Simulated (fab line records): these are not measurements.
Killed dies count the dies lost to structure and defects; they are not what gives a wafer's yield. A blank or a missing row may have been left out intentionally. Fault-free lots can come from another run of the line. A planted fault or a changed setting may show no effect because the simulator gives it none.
A struck lot beside a sound one ; flow sky130 ; 43 steps out of a route of 708
Sound: these wafers, L363.1, L363.2, L363.5. Wafers L375.2, L375.4, L375.6 were the ones struck. The cause is given at the end.
At each step with rows: each side's tool, then ch and its chambers, then its first start. Under that, the readings that differ: sound wafers ; struck wafers ; difference of the means ; sigmas: that difference in standard deviations of wafers without a fault.
alike: a reading whose means differ by less than 2 such deviations, as well as words and numbers matching on both sides. not compared: withheld readings; readings where some wafer has no value; bounds like >300 that might hide an equal value; numbers whose values overlap and for which the record gives no deviation.
The two part at a step that has a row with sigmas, a row that says differs or no value, or rows on one side only. Non-overlapping numbers with no deviation appear without sigmas and do not part them. Lack of a reading on every wafer of one side parts them only where that side has two or more wafers.

SKY_VIA4_OVL_MEAS_11:
  sound on overlay-01, day 44 00:40; struck on overlay-01, day 47 06:41
reading;sound;struck;difference;sigmas
VIA4_OVL (nm);0.0 -1.1 -2.4;2.0 2.4 2.9;+3.6;+3
SKY_VIA4_ETCH_12: etches SiO2 in C4F8/O2/Ar, stops on TiN, target depth 580 nm.
  sound on rie_diel-04 ch 0,1,3, day 44 00:41; struck on rie_diel-02 ch 0,1,2, day 47 06:43
  alike: oes_product_au
then, 4 steps without rows for these wafers: SKY_VIA4_STRIP_13 (strips in O2/N2); SKY_VIA4_STRIP_14 (strips in post etch residue remover, time 1200 s); SKY_VIA4_CLEAN_15 (cleans in IPA, time 180 s); SKY_VIA4_CLEAN_16 (cleans in O3/DIW).
SKY_VIA4_SPUTTER_17: material TiN, target thk 20 nm, time 80 s.
  sound on pvd_sputter-03, day 44 01:22; struck on pvd_sputter-01, day 47 07:26
  alike: throttle_valve_pct
then, 1 step without rows for these wafers: SKY_VIA4_CVD_18 (deposits W, target thk 505 nm, time 152.14 s).
SKY_VIA4_RS_MEAS_19: a four-point-probe measurement.
  sound on film_metro-03, day 44 01:34; struck on film_metro-03, day 47 07:41
  alike: VIA4_W_RS
SKY_VIA4_THK_MEAS_20: measures by xrf.
  sound on film_metro-03, day 44 01:41; struck on film_metro-03, day 47 07:47
  alike: VIA4_W_THK
then, 2 steps without rows for these wafers: SKY_VIA4_CMP_21 (polishes, stops on SiO2, t overpolish 25 s, target thk 0 nm); SKY_METAL5_SPUTTER_00 (material Ti, target thk 15 nm, time 10 s).
SKY_METAL5_SPUTTER_01: material TiN, target thk 20 nm, time 16.7 s.
  sound on pvd_sputter-03, day 44 02:04; struck on pvd_sputter-02, day 47 08:10
  alike: throttle_valve_pct
then, 1 step without rows for these wafers: SKY_METAL5_SPUTTER_02 (material AlCu, target thk 1150 nm, time 61.2 s).
SKY_METAL5_SPUTTER_03: material Ti, target thk 5 nm, time 3.3 s.
  sound on pvd_sputter-03, day 44 02:09; struck on pvd_sputter-02, day 47 08:14
  alike: throttle_valve_pct
then, 1 step without rows for these wafers: SKY_METAL5_SPUTTER_04 (material TiN, target thk 70 nm, time 58.3 s).
SKY_METAL5_RS_MEAS_05: a four-point-probe measurement.
  sound on film_metro-03, day 44 02:13; struck on film_metro-03, day 47 08:19
  alike: METAL5_ALCU_RS
SKY_METAL5_THK_MEAS_06: measures by xrf.
  sound on film_metro-03, day 44 02:20; struck on film_metro-03, day 47 08:26
  alike: METAL5_ALCU_THK
then, 13 steps without rows for these wafers: SKY_METAL5_DEHYDRATE_07 (time 60 s); SKY_METAL5_HMDS_08 (prime time 60 s); SKY_METAL5_COAT_09 (resist thk 1800 nm); SKY_METAL5_SOFTBAKE_10 (time 60 s); SKY_METAL5_EXPOSE_11 (exposes mask MM5, target cd 1600 nm); SKY_METAL5_PEB_12; SKY_METAL5_DEVELOP_13 (develop time 60 s); SKY_METAL5_DESCUM_14 (chemistry O2, time 11 s); SKY_METAL5_METAL_ETCH_15 (etches the open film in Cl2/BCl3, stops on SiO2, target depth 1260 nm, time 252 s); SKY_METAL5_STRIP_16 (strips in O2/N2); SKY_METAL5_STRIP_17 (strips in post etch residue remover, time 1200 s); SKY_METAL5_CLEAN_18 (cleans in IPA, time 180 s); SKY_METAL5_CLEAN_19 (cleans in O3/DIW).
SKY_PASSIVATION_CVD_00: deposits SiO2, target thk 90 nm.
  sound on pecvd-02 ch 0,2, day 45 01:08; struck on pecvd-03 ch 0,1,2, day 48 04:41
  alike: heater_power_w
SKY_PASSIVATION_THK_MEAS_01:
  sound on film_metro-04, day 45 01:09; struck on film_metro-01, day 48 04:43
  alike: PASSIVATION_CVD_00_THK
SKY_PASSIVATION_CVD_02: deposits Si3N4, target thk 540 nm.
  sound on pecvd-01 ch 0,1,2, day 45 01:13; struck on pecvd-01 ch 0,1,2, day 48 04:46
  alike: heater_power_w
SKY_PASSIVATION_THK_MEAS_03:
  sound on film_metro-01, day 45 01:26; struck on film_metro-01, day 48 05:01
  alike: PASSIVATION_CVD_02_THK
then, 7 steps without rows for these wafers: SKY_PASSIVATION_DEHYDRATE_04 (time 60 s); SKY_PASSIVATION_HMDS_05 (prime time 60 s); SKY_PASSIVATION_COAT_06 (resist thk 3000 nm); SKY_PASSIVATION_SOFTBAKE_07; SKY_PASSIVATION_EXPOSE_08 (exposes mask NSM, target cd 3000 nm); SKY_PASSIVATION_PEB_09; SKY_PASSIVATION_DEVELOP_10 (develop time 60 s).
SKY_PAD_OPEN_PROBE_99:
  rows exist in the record for the struck wafers here (prober-01, day 49 19:22), but not for the sound ones

== WHERE THEY PART ==
First at SKY_VIA4_OVL_MEAS_11; last, within this record, at SKY_PAD_OPEN_PROBE_99.

WHY: what had been put in by the simulator
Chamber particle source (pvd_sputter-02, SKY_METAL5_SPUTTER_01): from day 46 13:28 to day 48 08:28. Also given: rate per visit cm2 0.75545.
